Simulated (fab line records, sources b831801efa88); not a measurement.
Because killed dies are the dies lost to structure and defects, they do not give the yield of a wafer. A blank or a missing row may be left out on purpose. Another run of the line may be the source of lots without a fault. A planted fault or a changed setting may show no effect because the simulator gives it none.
A struck lot beside a sound one ; flow sky130 ; 24 steps out of a route of 708
Sound: wafers L127.2, L127.4, L127.6. Struck: wafers L119.2, L119.3, L119.6. The cause is given at the end.
At each step with rows: each side's tool, then ch and its chambers, then its first start. Under that, the readings that differ: sound wafers ; struck wafers ; difference of the means ; sigmas: that difference in standard deviations of wafers without a fault.
alike: same words and numbers on both sides, and readings whose means sit less than 2 such deviations apart. not compared: any withheld reading, any reading some wafer has no value for, any bound like >300 that may hide the same value, and any number with overlapping values for which the record gives no deviation.
Wherever a step has rows on one side only, a row that says differs or no value, or a row with sigmas, the two part there. Non-overlapping numbers with no deviation appear without sigmas and do not part them. A reading that every wafer of one side lacks parts them only if that side has two wafers or more.

first, 2 steps without rows for these wafers: SKY_POLY_GATE_CLEAN_19 (cleans in SC1/SC2, time 150 s); SKY_POLY_GATE_OXIDATION_20 (stabilise 600 s, purge 300 s, target thk 4 nm).
SKY_POLY_GATE_THK_MEAS_21:
  sound: film metro-01 at day 22 11:54; struck: film metro-03 at day 19 21:12
  alike: POLY_GATE_OXIDATION_THK
SKY_POLY_GATE_CD_MEAS_22:
  sound: cd sem-02 at day 22 11:59; struck: cd sem-02 at day 19 21:17
  alike: cd nm
then, 7 steps without rows for these wafers: SKY_LDD_N_DEHYDRATE_00 (time 60 s); SKY_LDD_N_HMDS_01 (prime time 60 s); SKY_LDD_N_COAT_02 (resist thk 300 nm); SKY_LDD_N_SOFTBAKE_03 (time 60 s); SKY_LDD_N_EXPOSE_04 (exposes mask NTM, target cd 840 nm); SKY_LDD_N_PEB_05; SKY_LDD_N_DEVELOP_06 (develop time 60 s).
SKY_LDD_N_OVL_MEAS_07:
  sound: overlay-01 at day 23 17:19; struck: overlay-01 at day 21 03:07
  alike: LDD_N_OVL
SKY_LDD_N_IMPLANT_08:
  sound on implanter-02 ch 0, day 23 17:22; struck on implanter-03 ch 0, day 21 03:10
reading;sound;struck;difference;sigmas
beam on s (s);10.05 10.07 9.98;78.10 75.10 75.83;+66.31;+99 or more
dose ions cm2;7.512e+13 7.507e+13 7.504e+13;7.1103e+14 7.1069e+14 7.109e+14;+6.3580e+14;+99 or more
faraday current uA;419 420 425;512 532 529;+103;+11
then, 7 steps without rows for these wafers: SKY_LDD_N_IMPLANT_09; SKY_LDD_N_IMPLANT_10; SKY_LDD_N_IMPLANT_11; SKY_LDD_N_IMPLANT_12; SKY_LDD_N_IMPLANT_13; SKY_LDD_N_IMPLANT_14; SKY_LDD_N_IMPLANT_15.
SKY_LDD_N_STRIP_16: strips in O2/N2.
  sound on plasma asher-01 ch 1, day 23 18:33; struck on plasma asher-04 ch 0,1, day 21 04:21
reading;sound;struck;difference;sigmas
drypump motor current A (A);4.9 4.9 4.9;5.4 6.7 6.6;+1.3;+3
strip time to endpoint s (s);4.323 4.337 4.328;5.687 5.685 5.669;+1.351;+84
  alike: oes product au
  not compared: rf hours counter h
SKY_LDD_N_TW_MEAS_17:
  sound: film metro-04 at day 23 18:40; struck: film metro-01 at day 21 04:28
reading;sound;struck;difference;sigmas
LDD_N_TW;2560 2565 2561;2966 2958 2967;+402;+17
then, 1 step without rows for these wafers: SKY_LDD_P_DEHYDRATE_00 (time 60 s).
-- a jump in the record: the struck wafers' starts before and after are 27 days apart (it breaks off in module LDD_P and resumes in module PAD_OPEN, where the first step shown is number 708 of the route) --
SKY_PAD_OPEN_PROBE_99:
  sound: prober-01 at day 49 15:05; struck: prober-01 at day 47 23:01
reading;sound;struck;difference;sigmas
model.etest.tip n.rs ohm sq;438.9 436.4 441;251.4 251.4 252.3;-187.1;
model.etest.nfet_01v8.r on ohm um;800.3 805 838.8;759.3 738.4 761.2;-61.7;
model.etest.nfet_01v8_lvt.drive ua um;599.7 597.2 577.8;636.4 645.5 637.4;+48.2;
model.etest.nfet_01v8.drive ua um;525.5 524.4 506.5;564.7 579.2 562.2;+49.9;
model.etest.nfet_01v8_turned.drive ua um;530 524.1 507.6;564.9 575.6 562.8;+47.2;
model.etest.sram nfet pass.drive ua um;506.7 490.9 499.8;538.9 560.8 539.2;+47.2;
model.etest.nfet_01v8_swapped.drive ua um;527.9 520 505.4;550 560.2 548.2;+35;
model.etest.tip n.rs ohm sq range;11.87 10.51 14.94;10.5 3.83 8.112;-5.0;

## WHERE THEY PART
At SKY_LDD_N_IMPLANT_08 first; at SKY_LDD_N_TW_MEAS_17 last (within this record only).

WHY: the cause the simulator had injected
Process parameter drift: implanter-03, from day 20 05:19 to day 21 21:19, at SKY_LDD_N_IMPLANT_08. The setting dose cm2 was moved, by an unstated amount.
